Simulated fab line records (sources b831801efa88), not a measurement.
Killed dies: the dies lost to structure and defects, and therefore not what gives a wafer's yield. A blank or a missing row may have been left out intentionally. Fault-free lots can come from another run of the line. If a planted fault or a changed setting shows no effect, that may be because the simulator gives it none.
Check for tools in common | flow gf180mcu | Sample size 13 lots and 39 wafers

## REASON FOR OPENING
GF_HV_LDD_TW_MEAS_23, reading HV_LDD_2_TW: flagged on 2 of 13 lots. Wafers without a fault read 1057, standard deviation 14.
Rule: a lot is flagged when every wafer of it that has a number lies more than 4 standard deviations from that mean, or none has a number. All remaining lots are regarded as sound.

lot  | measured     | on            | HV_LDD_2_TW, wafer by wafer | flag
L644 | day 11 16:05 | film metro-03 | 1066 1071 1059              |
L645 | day 12 00:01 | film metro-01 | 1040 1042 1039              |
L646 | day 12 08:32 | film metro-01 | 1037 1044 1036              |
L647 | day 12 17:02 | film metro-03 | 1081 1069 1067              |
L648 | day 13 02:38 | film metro-01 | 1044 1053 1049              |
L650 | day 13 10:44 | film metro-03 | 1082 1079 1076              |
L651 | day 14 06:20 | film metro-03 | 1086 1073 1078              |
L652 | day 14 20:13 | film metro-04 | 1295 1294 1303              | FLAGGED
L653 | day 14 20:58 | film metro-04 | 1045 1051 1049              |
L657 | day 15 23:57 | film metro-01 | 1042 1048 1046              |
L658 | day 16 02:47 | film metro-01 | 1298 1305 1311              | FLAGGED
L661 | day 17 09:41 | film metro-04 | 1041 1047 1047              |
L664 | day 18 02:51 | film metro-03 | 1072 1075 1068              |
The numbers of the flagged lots are 1301 on average: +244 against the usual, or +17 standard deviations.

## LOT BY LOT: THE TOOL USED
The record holds 1 process step before the reading, out of a route of 602 steps. Each cell gives the tool, then ch followed by the chambers the sampled wafers passed through, then the start.
lot  | flag    | GF_HV_LDD_IMPLANT_21
L644 |         | implanter-02 ch 0, day 11 15:52
L645 |         | implanter-03 ch 0, day 11 23:46
L646 |         | implanter-02 ch 0, day 12 08:17
L647 |         | implanter-02 ch 0, day 12 16:47
L648 |         | implanter-03 ch 0, day 13 02:23
L650 |         | implanter-02 ch 0, day 13 10:29
L651 |         | implanter-04 ch 0, day 14 06:05
L652 | FLAGGED | implanter-03 ch 0, day 14 19:38
L653 |         | implanter-03 ch 0, day 14 20:44
L657 |         | implanter-02 ch 0, day 15 23:43
L658 | FLAGGED | implanter-03 ch 0, day 16 02:04
L661 |         | implanter-04 ch 0, day 17 09:26
L664 |         | implanter-04 ch 0, day 18 02:37
What is done by these steps:
- GF_HV_LDD_IMPLANT_21
- GF_HV_LDD_TW_MEAS_23

## FLAGGED OVER TOTAL, TOOL BY TOOL (the gauges that took the reading come last)
step                 | tool          | lots run | flagged | share of the flagged lots | sound lots run after its first flagged lot
GF_HV_LDD_IMPLANT_21 | implanter-02  | 5        | 0       | none                      | -
GF_HV_LDD_IMPLANT_21 | implanter-03  | 5        | 2       | all                       | 1 (L653)
GF_HV_LDD_IMPLANT_21 | implanter-04  | 3        | 0       | none                      | -
GF_HV_LDD_TW_MEAS_23 | film metro-01 | 5        | 1       | some                      | 0
GF_HV_LDD_TW_MEAS_23 | film metro-03 | 5        | 0       | none                      | -
GF_HV_LDD_TW_MEAS_23 | film metro-04 | 3        | 1       | some                      | 2 (L653,L661)

## THE TABLE: WHAT IT ALLOWS
1 row of the table ran every flagged lot: implanter-03 at GF_HV_LDD_IMPLANT_21.
- implanter-03 at GF_HV_LDD_IMPLANT_21: 2 of its 5 lots flagged. Sound lots ran on it after the first flagged one (L653), which a lasting fault on the whole tool wouldn't allow.
There is no row in the table that ran each flagged lot and no sound lot after the first.

## WHAT WAS PUT IN BY THE SIMULATOR
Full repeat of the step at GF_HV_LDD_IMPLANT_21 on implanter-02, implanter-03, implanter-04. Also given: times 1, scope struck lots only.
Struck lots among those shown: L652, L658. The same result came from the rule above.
